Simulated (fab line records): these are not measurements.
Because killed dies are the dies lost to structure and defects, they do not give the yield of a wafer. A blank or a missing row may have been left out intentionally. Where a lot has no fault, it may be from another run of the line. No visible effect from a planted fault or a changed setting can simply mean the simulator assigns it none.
Chamber matching -- flow gf180mcu -- 4 sister chambers for GF_POLY_GATE_CLEAN_15 on wet-bench-01
The step cleans in SC1/SC2, time 150 s. 20 wafers are shown with their chamber, then 10 later ones without.

WAFERS WITH THEIR CHAMBER
wafer,chamber,temp-c (C)
L871.3,0,70.11
L871.4,0,70.02
L871.5,0,70.01
L874.1,1,70.02
L874.3,1,69.83
L874.5,1,69.96
L876.1,1,69.99
L876.4,1,69.95
L876.6,1,69.99
L879.3,0,70.00
L879.4,0,69.69
L879.6,0,70.06
L880.3,3,69.96
L880.4,3,70.00
L880.5,3,70.10
L882.2,3,70.12
L882.3,3,69.95
L882.5,3,70.13
L883.1,2,70.14
L883.2,2,69.94

SIGNATURES, as means of the wafers listed above
reading,chamber 0,chamber 1,chamber 2,chamber 3,scatter within a chamber
temp-c,69.9817,69.9567,70.0400,70.0433,0.108
Rule: a wafer's distance from a chamber is the root of the sum, over the readings, of the square of ((its reading less the chamber's mean) divided by the reading's scatter). The wafer belongs to the nearest chamber; if the next one is less than 2 further off, it can't be placed. The scatter: the root of (the sum of the squares of (reading less its chamber's mean) over the shown wafers, divided by (wafers less chambers)).

WAFERS WITH NO CHAMBER GIVEN
wafer,temp-c (C)
L883.5,70.03
L885.4,69.97
L885.5,70.00
L885.6,69.98
L886.2,70.13
L886.4,70.14
L886.5,69.96
L888.4,70.03
L888.5,70.06
L888.6,69.95

EACH ONE'S CHAMBER
wafer,from the rows above,in truth
L883.5,can't be placed: 2 or 3 or 0 or 1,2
L885.4,can't be placed: 0 or 1 or 2 or 3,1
L885.5,can't be placed: 0 or 2 or 1 or 3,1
L885.6,can't be placed: 0 or 1 or 2 or 3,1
L886.2,can't be placed: 3 or 2 or 0 or 1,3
L886.4,can't be placed: 3 or 2 or 0 or 1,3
L886.5,can't be placed: 1 or 0 or 2 or 3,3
L888.4,can't be placed: 2 or 3 or 0 or 1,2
L888.5,can't be placed: 3 or 2 or 0 or 1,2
L888.6,can't be placed: 1 or 0 or 2 or 3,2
0 of 10 placed correctly. Not placeable from these rows: 10 (in 10, the candidates include the true chamber). Number placed wrongly: 0.
